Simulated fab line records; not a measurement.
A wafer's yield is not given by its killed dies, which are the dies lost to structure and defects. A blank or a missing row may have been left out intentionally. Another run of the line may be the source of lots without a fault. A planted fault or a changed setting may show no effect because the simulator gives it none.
What tool caused it? | flow sky130 | 6 lots, 17 wafers sampled, at 2 steps of a route of 708

== WHAT THE GAUGES SHOWED, per wafer ==
SKY_VIA1_CD_MEAS_12: the cd target is 150 nm.
lot  | measured     | on        | cd-nm (nm)
L405 | day 34 02:50 | cd-sem-01 | 151.6 150.0 151.4
L407 | day 34 20:53 | cd-sem-02 | 151.5 150.6 149.5
L415 | day 37 11:45 | cd-sem-02 | 52.3 151.5
L418 | day 38 04:16 | cd-sem-01 | 150.6 151.2 148.4
L425 | day 40 11:58 | cd-sem-01 | 146.9 148.3 145.7
L427 | day 42 00:05 | cd-sem-02 | 152.4 152.1 153.5

== WHAT TOOL EACH LOT RAN ON (gives the tool, then ch and the chambers of the sampled wafers, and finally the start) ==
lot  | SKY_VIA1_EXPOSE_09
L405 | krf-scanner-02 ch 0, day 33 14:43
L407 | krf-scanner-01 ch 0, day 34 07:11
L415 | krf-scanner-02 ch 0, day 36 23:08
L418 | krf-scanner-01 ch 0, day 37 15:12
L425 | krf-scanner-01 ch 0, day 40 00:48
L427 | krf-scanner-02 ch 0, day 41 13:10
- SKY_VIA1_EXPOSE_09: exposes mask VIM, target cd 150 nm.

== THE ANSWER, worked out from the rows above alone ==
Rule: the lots themselves supply what counts as usual. Put in order of their means at a reading, lots are off if they are a third of the lots or fewer, leave a main group of 4 or more, and stand apart from it by a gap of 3 or more times the standard deviation of the main group's means; of several such gaps the widest counts. A main group is skipped when, at the precision printed for the reading in the tables above, its means are all equal. A lot without any number at a reading at which 4 lots or more have one is off too. The other lots that the step has rows for count as sound.
Off at SKY_VIA1_CD_MEAS_12 (cd-nm): L415. Main group: mean 150.2 nm, sd 1.9.
If a tool, at a process step before that reading, ran all the lots that are off and no sound lot after the first of them, it fits. Gauges at SKY_VIA1_CD_MEAS_12: tried the same way as those tools. None of those tried fits.

== WHAT THE SIMULATOR PUT IN ==
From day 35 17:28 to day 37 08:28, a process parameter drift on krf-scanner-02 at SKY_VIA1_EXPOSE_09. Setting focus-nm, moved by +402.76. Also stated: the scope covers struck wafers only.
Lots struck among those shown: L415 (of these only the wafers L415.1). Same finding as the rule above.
